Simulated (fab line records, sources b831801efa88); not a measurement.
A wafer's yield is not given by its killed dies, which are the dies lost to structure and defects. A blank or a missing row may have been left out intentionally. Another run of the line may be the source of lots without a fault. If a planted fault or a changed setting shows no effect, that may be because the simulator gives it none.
The same fault as seen by 2 desks ; flow gf180mcu ; every desk sees just its own numbers, and what lay behind them comes last

## AT THE METROLOGY DESK
Means of the sampled wafers that have a number, per lot and without regard to the tool the lot ran on: this is what the gauges read. If a lot's mean is further than 4 standard deviations from the usual mean, the lot is out of limits and carries the mark OUT (the distance appears in the brackets).
Columns: A = M3_ALCU_THK at GF_M3_THK_MEAS_06, usual 444 nm; B = cd_nm at GF_M3_CD_MEAS_14, usual 280.1 nm; C = M3_OVL at GF_M3_OVL_MEAS_15, usual 2 nm
lot;first seen here;A;B;C
L215;day 21 05:43;443;279.6;-5
L216;day 21 12:59;447;277.9;-3
L217;day 21 21:20;442;279.6;2
L218;day 22 01:12;438;282.8;4
L219;day 22 18:46;442;282.7;2
L220;day 23 01:05;452;279.5;-1
L223;day 24 09:41;447;278.0;1
L226;day 25 05:28;449;280.7;-0
L228;day 26 01:31;445;289.6 (+6.8) OUT;8
L229;day 26 06:19;444;291.0 (+7.8) OUT;8
L231;day 26 17:18;441;279.6;10
L233;day 27 03:05;446;281.0;-9
This desk's verdict: out of limits on L228, L229, starting with L228 at day 26 22:10 (cd_nm at GF_M3_CD_MEAS_14). L215, L216, L217, L218, L219, L220, L223, L226, L231, L233 stayed within limits.

## TOOL OWNER'S DESK, krf_scanner-02
The tool's own readings at GF_M3_EXPOSE_11 (exposes mask Metal3, target cd 280 nm): means of the sampled wafers that have a number, for each lot that ran on this tool. If a lot's mean is further than 4 standard deviations from the usual mean, the lot is out of limits and carries the mark OUT (the distance appears in the brackets).
Columns: A = exposure_dose_mJ_cm2 at GF_M3_EXPOSE_11, usual 28.191; B = stage_vel_mm_s at GF_M3_EXPOSE_11, usual 499.96 mm/s
lot;first seen here;A;B
L215;day 21 17:22;28.185;500.01
L216;day 22 00:34;28.185;500.11
L218;day 22 13:22;28.180;499.95
L219;day 23 05:56;28.211;499.77
L228;day 26 12:19;26.224 (-68) OUT;499.89
L229;day 26 16:23;26.199 (-69) OUT;500.14
This desk's verdict: out of limits on L228, L229, starting with L228 at day 26 12:19 (exposure_dose_mJ_cm2 at GF_M3_EXPOSE_11). L215, L216, L218, L219 stayed within limits.

## BROUGHT TOGETHER
An alarm could have come from the tool owner's desk at day 26 12:19, on L228, L229.
At day 26 22:10 the metrology desk could have sounded an alarm, on L228, L229.
The lots listed all ran GF_M3_EXPOSE_11 on krf_scanner-02.

## WHAT THE SIMULATOR PUT IN
Process parameter drift: krf_scanner-02, from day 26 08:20 on, at GF_M3_EXPOSE_11. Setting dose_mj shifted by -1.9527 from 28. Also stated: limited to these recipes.
Struck lots among those shown: L228, L229.
Time in hours from fault onset to the first out-of-limits reading at each desk: tool owner's desk 4, metrology desk 14.
